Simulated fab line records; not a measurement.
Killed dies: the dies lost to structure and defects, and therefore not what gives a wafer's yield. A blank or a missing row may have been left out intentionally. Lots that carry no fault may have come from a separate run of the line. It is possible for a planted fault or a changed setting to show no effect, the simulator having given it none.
A struck lot beside a sound one	flow sky130	16 out of 708 route steps
Sound: the wafers L737.3, L737.4, L737.6. Struck: wafers L742.1, L742.2, L742.5. The cause is named last.
Each step with rows lists, per side, the tool, then ch with its chambers, then its first start. Under that, the readings that differ: sound wafers	struck wafers	difference of the means	sigmas: that difference in standard deviations of wafers without a fault.
alike: readings whose means differ by less than 2 such deviations, and words and numbers that are the same on both sides. not compared: withheld readings, readings that some wafer has no value for, bounds like >300 that may hide the same value, and numbers for which the record gives no deviation and whose values overlap.
A row with sigmas, a row that says differs or no value, or rows on one side alone: a step with any of these is where the two part. Numbers that don't overlap but have no deviation are shown without sigmas and don't part them. Lack of a reading on every wafer of one side parts them only where that side has two or more wafers.

first, 5 steps without rows for these wafers: SKY_POLY_GATE_COAT_08 (resist thk 450 nm); SKY_POLY_GATE_SOFTBAKE_09 (time 90 s); SKY_POLY_GATE_EXPOSE_10 (exposes mask P1M, target cd 150 nm); SKY_POLY_GATE_PEB_11; SKY_POLY_GATE_DEVELOP_12 (develop time 60 s).
SKY_POLY_GATE_CD_MEAS_13: target cd 150 nm.
  struck on cd sem-02, day 23 02:35; sound on cd sem-01, day 21 10:11
  alike: cd nm
SKY_POLY_GATE_OVL_MEAS_14:
  struck on overlay-01, day 23 02:43; sound on overlay-01, day 21 10:17
  alike: POLY_GATE_OVL
SKY_POLY_GATE_ETCH_15: etches BARC in N2/H2, stops on SiO2, time 118.5 s, target depth 110 nm.
  sound on rie diel-03 ch 0,2,3, day 21 10:19; struck on rie diel-02 ch 0,2, day 23 02:44
  alike: drypump motor current A, oes product au, rf fwd power W, throttle valve pct
  not compared: rf hours counter h
SKY_POLY_GATE_ETCH_16: etches Si3N4 in CH3F/O2, stops on poly-Si, time 147.5 s, target depth 75 nm.
  sound on rie diel-03 ch 0,2,3, day 21 10:23; struck on rie diel-02 ch 0,2, day 23 02:50
  alike: drypump motor current A, oes product au, rf fwd power W, throttle valve pct
  not compared: rf hours counter h
SKY_POLY_GATE_ETCH_17: etches poly-Si in HBr/Cl2, stops on SiO2, target depth 180 nm, time 70.5 s.
  sound on rie si-01 ch 0,1,2, day 21 10:29; struck on rie si-02 ch 0,2, day 23 02:55
  alike: HBr_flow_sccm, drypump motor current A, oes product au, rf fwd power W, throttle valve pct
  not compared: rf hours counter h
SKY_POLY_GATE_STRIP_18: strips in O2/N2.
  sound on plasma asher-01 ch 0,1, day 21 10:35; struck on plasma asher-02 ch 0,1, day 23 02:59
  alike: drypump motor current A, oes product au, strip time to endpoint s
  not compared: rf hours counter h
then, 1 step without rows for these wafers: SKY_POLY_GATE_CLEAN_19 (cleans in SC1/SC2, time 150 s).
SKY_POLY_GATE_OXIDATION_20: stabilise 600 s, purge 300 s, target thk 4 nm.
  sound on furnace-02 ch 0, day 21 10:42; struck on furnace-02 ch 0, day 23 03:16
reading	sound	struck	difference	sigmas
spike tc bottom C (C)	868.7 866.2 865.7	880.4 876.5 877.1	+11.1	+5
spike tc centre C (C)	849.0 851.0 851.6	863.2 861.6 860.9	+11.4	+9
spike tc lower C (C)	853.8 852.1 853.4	865.3 864.6 863.3	+11.3	+9
spike tc top C (C)	863.1 861.2 859.3	872.2 875.0 873.0	+12.2	+9
spike tc upper C (C)	851.1 849.3 852.2	861.0 862.6 860.6	+10.5	+10
tube center temp C (C)	850.16 850.02 850.15	861.57 861.48 861.63	+11.45	+99 or more
tube_center_temp_C_max	852.6 852.6 852.5	863.8 863.5 863.7	+11.1	+29
model.SiO2_of_POLY_GATE_OXIDATION_20.thk nm (nm)	4.072 4.068 4.017	4.749 4.733 4.739	+0.688	
  alike: zone power bottom pct, zone power lower pct
SKY_POLY_GATE_THK_MEAS_21:
  struck on film metro-02, day 23 04:47; sound on film metro-02, day 21 11:58
reading	sound	struck	difference	sigmas
POLY_GATE_OXIDATION_THK (nm)	4.06 4.08 3.99	4.70 4.72 4.76	+0.68	+7
  not compared: hold
SKY_POLY_GATE_CD_MEAS_22:
  struck on cd sem-01, day 23 08:16; sound on cd sem-01, day 21 12:04
reading	sound	struck	difference	sigmas
hold	- - -	await dispo/3.3h/release await dispo/3.3h/release await dispo/3.3h/release	no value on the sound wafers	
  alike: cd nm
-- the record jumps here: 27 days lie between the struck wafers' starts before and after (it left off in module POLY_GATE and takes up again in module PAD_OPEN, whose first step shown is number 708 of the route) --
SKY_PAD_OPEN_PROBE_99:
  struck on prober-01, day 50 01:38; sound on prober-02, day 49 03:06
reading	sound	struck	difference	sigmas
model.etest.tip sonos.rs ohm sq	2589 2608 2641	2718 2757 2718	+118	
model.etest.tip n.rs ohm sq	441.4 442.8 436.5	455.5 459 457.8	+17.2	
  alike: killed_at_M0_to_M3, killed_at_M4_up, killed at contacts, killed at front end, killed at other, killed dies, killed open, killed short

== WHERE THEY PART ==
Earliest at SKY_POLY_GATE_OXIDATION_20; latest, in this record, at SKY_POLY_GATE_CD_MEAS_22. Later steps at which nothing parts them and some readings are alike: SKY_PAD_OPEN_PROBE_99.

WHY: what had been put in by the simulator
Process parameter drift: furnace-02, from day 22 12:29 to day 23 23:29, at SKY_POLY_GATE_OXIDATION_20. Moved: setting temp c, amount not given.
